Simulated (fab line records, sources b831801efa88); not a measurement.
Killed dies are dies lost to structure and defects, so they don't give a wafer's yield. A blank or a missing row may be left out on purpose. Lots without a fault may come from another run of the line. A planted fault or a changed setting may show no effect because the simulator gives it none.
One fault seen from 2 desks | flow sky130 | each desk has only its own numbers; what lay behind them comes last

THE TOOL OWNER'S DESK: cvd_w-02
The tool's own readings at SKY_VIA1_CVD_21 (deposits W, target thk 270 nm, time 80.902 s): means of the sampled wafers that have a number, for each lot that ran on this tool. A lot is out of limits, marked OUT, if its mean lies more than 4 standard deviations from the usual mean; the brackets give that distance.
Columns: A = heater_power_w at SKY_VIA1_CVD_21, usual 849 W
lot  | first seen here | A
L245 | day 34 09:33    | 908
L246 | day 34 16:59    | 904
L247 | day 35 06:00    | 844
L248 | day 35 12:44    | 915
L250 | day 35 23:22    | 950
L256 | day 38 09:12    | 902
L261 | day 39 13:23    | 846
L262 | day 39 18:04    | 795
L264 | day 40 07:07    | 836
L265 | day 40 09:07    | 837
L266 | day 40 21:30    | 846
This desk's finding: nothing out of limits on any of the 11 lots.

THE METROLOGY DESK
What the gauges read, lot by lot, whatever tool the lot ran on: means of the sampled wafers that have a number. A lot is out of limits, marked OUT, if its mean lies more than 4 standard deviations from the usual mean; the brackets give that distance.
Columns: A = cd_nm at SKY_VIA1_CD_MEAS_12, usual 150.3 nm; B = VIA1_W_RS at SKY_VIA1_RS_MEAS_22, usual 0.427 ohm/sq; C = VIA1_W_THK at SKY_VIA1_THK_MEAS_23, usual 268 nm
lot  | first seen here | A     | B                | C
L244 | day 33 22:22    | 151.4 | 0.423            | 269
L245 | day 34 08:40    | 151.6 | 0.427            | 269
L246 | day 34 16:07    | 149.8 | 0.432            | 266
L247 | day 35 05:05    | 148.8 | 0.462 (+4.5) OUT | 249
L248 | day 35 11:50    | 147.3 | 0.465 (+4.8) OUT | 246 (-4.2) OUT
L250 | day 35 22:29    | 148.7 | 0.471 (+5.5) OUT | 242 (-4.8) OUT
L249 | day 36 06:01    | 148.4 | 0.423            | 271
L256 | day 38 08:19    | 151.8 | 0.430            | 267
L259 | day 38 20:35    | 151.5 | 0.420            | 272
L261 | day 39 12:28    | 154.2 | 0.435            | 264
L260 | day 39 13:19    | 149.9 | 0.423            | 271
L262 | day 39 17:11    | 147.6 | 0.426            | 265
L264 | day 40 05:52    | 152.2 | 0.428            | 266
L265 | day 40 08:13    | 150.6 | 0.434            | 265
L266 | day 40 20:34    | 148.1 | 0.437            | 262
This desk's finding: out of limits on L247, L248, L250; first on L247, day 35 06:07 (VIA1_W_RS at SKY_VIA1_RS_MEAS_22). In limits: L244, L245, L246, L249, L256, L259, L261, L260, L262, L264, L265, L266.

PUT TOGETHER
The metrology desk could have raised an alarm at day 35 06:07, on L247, L248, L250.
The tool owner's desk saw nothing out of limits.
The tool owner's desk has L247, L248, L250 on record, within its limits.
Of the lots named, all ran SKY_VIA1_CVD_21 on cvd_w-02.

WHAT THE SIMULATOR HAD PUT IN
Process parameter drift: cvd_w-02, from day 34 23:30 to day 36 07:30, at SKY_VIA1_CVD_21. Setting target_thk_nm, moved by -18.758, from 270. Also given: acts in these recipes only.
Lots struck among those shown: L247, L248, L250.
Hours from the fault's start to each desk's first reading out of limits: the metrology desk, 7.
